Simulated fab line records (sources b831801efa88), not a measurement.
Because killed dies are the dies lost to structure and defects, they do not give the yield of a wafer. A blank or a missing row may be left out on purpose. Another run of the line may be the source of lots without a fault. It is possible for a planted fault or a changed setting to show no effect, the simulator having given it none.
Which tool did it? || flow gf180mcu || Sampling: 6 lots, 18 wafers, 4 of 602 route steps

## WHAT THE GAUGES READ, wafer by wafer
GF_M5_CD_MEAS_07: target cd 280 nm.
{"lot": "L428", "measured": "day 26 18:14", "on": "cdSem-01", "cdNm (nm)": "279.2 280.0 279.1"}
{"lot": "L431", "measured": "day 27 13:37", "on": "cdSem-02", "cdNm (nm)": "278.9 280.2 279.7"}
{"lot": "L434", "measured": "day 28 17:41", "on": "cdSem-02", "cdNm (nm)": "281.6 281.3 281.4"}
{"lot": "L443", "measured": "day 31 06:02", "on": "cdSem-01", "cdNm (nm)": "280.5 279.6 278.9"}
{"lot": "L445", "measured": "day 31 13:58", "on": "cdSem-01", "cdNm (nm)": "280.4 280.7 280.7"}
{"lot": "L447", "measured": "day 32 04:33", "on": "cdSem-02", "cdNm (nm)": "280.3 280.7 279.9"}

## WHICH TOOL RAN EACH LOT (tool, then ch and the chambers of the sampled wafers, then the start)
{"lot": "L428", "GF_M1_METAL_ETCH_16": "rieMetal-03 ch 0, day 17 16:05", "GF_MIM_SPUTTER_00": "pvdSputter-01, day 25 00:29", "GF_MIM_SPUTTER_03": "pvdSputter-01, day 25 00:38"}
{"lot": "L431", "GF_M1_METAL_ETCH_16": "rieMetal-01 ch 1, day 18 16:39", "GF_MIM_SPUTTER_00": "pvdSputter-01, day 25 20:26", "GF_MIM_SPUTTER_03": "pvdSputter-01, day 25 20:36"}
{"lot": "L434", "GF_M1_METAL_ETCH_16": "rieMetal-03 ch 0,1, day 19 22:44", "GF_MIM_SPUTTER_00": "pvdSputter-04, day 27 01:41", "GF_MIM_SPUTTER_03": "pvdSputter-04, day 27 01:51"}
{"lot": "L443", "GF_M1_METAL_ETCH_16": "rieMetal-02 ch 0,1, day 23 07:04", "GF_MIM_SPUTTER_00": "pvdSputter-01, day 29 17:43", "GF_MIM_SPUTTER_03": "pvdSputter-01, day 29 17:52"}
{"lot": "L445", "GF_M1_METAL_ETCH_16": "rieMetal-03 ch 0,1, day 23 13:59", "GF_MIM_SPUTTER_00": "pvdSputter-02, day 30 01:05", "GF_MIM_SPUTTER_03": "pvdSputter-02, day 30 01:14"}
{"lot": "L447", "GF_M1_METAL_ETCH_16": "rieMetal-01 ch 0,1, day 24 07:47", "GF_MIM_SPUTTER_00": "pvdSputter-01, day 30 17:23", "GF_MIM_SPUTTER_03": "pvdSputter-01, day 30 17:33"}
- GF_M1_METAL_ETCH_16: etches the open film in Cl2/BCl3, stops on SiO2, target depth 627.5 nm, time 104.6 s.
- GF_MIM_SPUTTER_00: material Ti, target thk 37.5 nm, time 150 s.
- GF_MIM_SPUTTER_03: material Ti, target thk 10 nm, time 6.7 s.

## THE ANSWER, worked out from the rows above alone
Rule: usual is defined by the lots themselves. The widest of any qualifying gaps counts: lots, ordered by their means at a reading, are off when they make up no more than a third of the lots, leave a main group of 4 or more, and stand apart from it by 3 or more times the standard deviation of that group's means. If all means in a main group match to the digits the tables above print for the reading, that group is not used. A lot without any number at a reading at which 4 lots or more have one is off too. Any other lot the step has rows for is counted as sound.
Across all readings shown, no lot is off: no conclusion can be drawn from this.

## WHAT THE SIMULATOR PUT IN
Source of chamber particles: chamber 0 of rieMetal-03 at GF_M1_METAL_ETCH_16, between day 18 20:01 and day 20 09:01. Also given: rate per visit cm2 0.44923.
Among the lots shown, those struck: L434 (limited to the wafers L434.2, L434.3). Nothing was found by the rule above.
